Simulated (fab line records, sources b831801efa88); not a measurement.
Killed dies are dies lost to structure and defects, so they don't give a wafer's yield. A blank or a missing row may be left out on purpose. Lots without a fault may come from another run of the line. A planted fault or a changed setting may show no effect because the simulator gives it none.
A struck lot beside a sound one | flow gf180mcu | 14 steps out of a route of 602
Sound: wafers L109.1, L109.3, L109.4. Struck: wafers L117.2, L117.3, L117.4. The cause comes at the end.
At each step with rows: each side's tool, then ch and its chambers, then its first start. Under that, the readings that differ: sound wafers | struck wafers | difference of the means | sigmas: that difference in standard deviations of wafers without a fault.
alike: readings whose means differ by less than 2 such deviations, and words and numbers that are the same on both sides. not compared: withheld readings, readings that some wafer has no value for, bounds like >300 that may hide the same value, and numbers for which the record gives no deviation and whose values overlap.
The two part at a step that has a row with sigmas, a row that says differs or no value, or rows on one side only. Numbers that don't overlap but have no deviation are shown without sigmas and don't part them. A reading that every wafer of one side lacks parts them only if that side has two wafers or more.

first, 4 steps without rows for these wafers: GF_MIM_SOFTBAKE_15 (time 60 s); GF_MIM_EXPOSE_16 (exposes mask FuseTop, target cd 2000 nm); GF_MIM_PEB_17; GF_MIM_DEVELOP_18 (develop time 60 s).
GF_MIM_METAL_ETCH_19: etches the open film in Cl2/BCl3, stops on Si3N4, target depth 324.5 nm, time 54.1 s.
  sound on rie_metal-04 ch 0,1, day 26 06:38; struck on rie_metal-04 ch 0,1, day 28 17:34
  alike: drypump_motor_current_A, oes_product_au, throttle_valve_pct
  not compared: rf_hours_counter_h
GF_MIM_STRIP_20: strips in O2/N2.
  sound on plasma_asher-01 ch 0,1, day 26 06:42; struck on plasma_asher-01 ch 0,1, day 28 17:38
  alike: drypump_motor_current_A, heater_power_w, oes_product_au, platen_temp_c, strip_time_to_endpoint_s
  not compared: rf_hours_counter_h
then, 6 steps without rows for these wafers: GF_MIM_STRIP_21 (strips in post etch residue remover, time 1200 s); GF_MIM_CLEAN_22 (cleans in DIW); GF_M5_DEHYDRATE_00 (time 60 s); GF_M5_HMDS_01 (prime time 60 s); GF_M5_COAT_02 (resist thk 1000 nm); GF_M5_SOFTBAKE_03 (time 60 s).
GF_M5_EXPOSE_04: exposes mask Metal5, target cd 280 nm.
  sound on krf_scanner-01 ch 0, day 26 17:34; struck on krf_scanner-01, day 29 04:01
  no value came back on the struck wafers for exposure_dose_mJ_cm2, focus_offset_nm (nm); on the sound wafers exposure_dose_mJ_cm2 reads 28.25 28.23 28.27
  alike: mask
then, 1 step without rows for these wafers: GF_M5_PEB_05 (peb time 90 s).

WHERE THEY PART
Only at GF_M5_EXPOSE_04, within this record.

WHY: what the simulator had put in
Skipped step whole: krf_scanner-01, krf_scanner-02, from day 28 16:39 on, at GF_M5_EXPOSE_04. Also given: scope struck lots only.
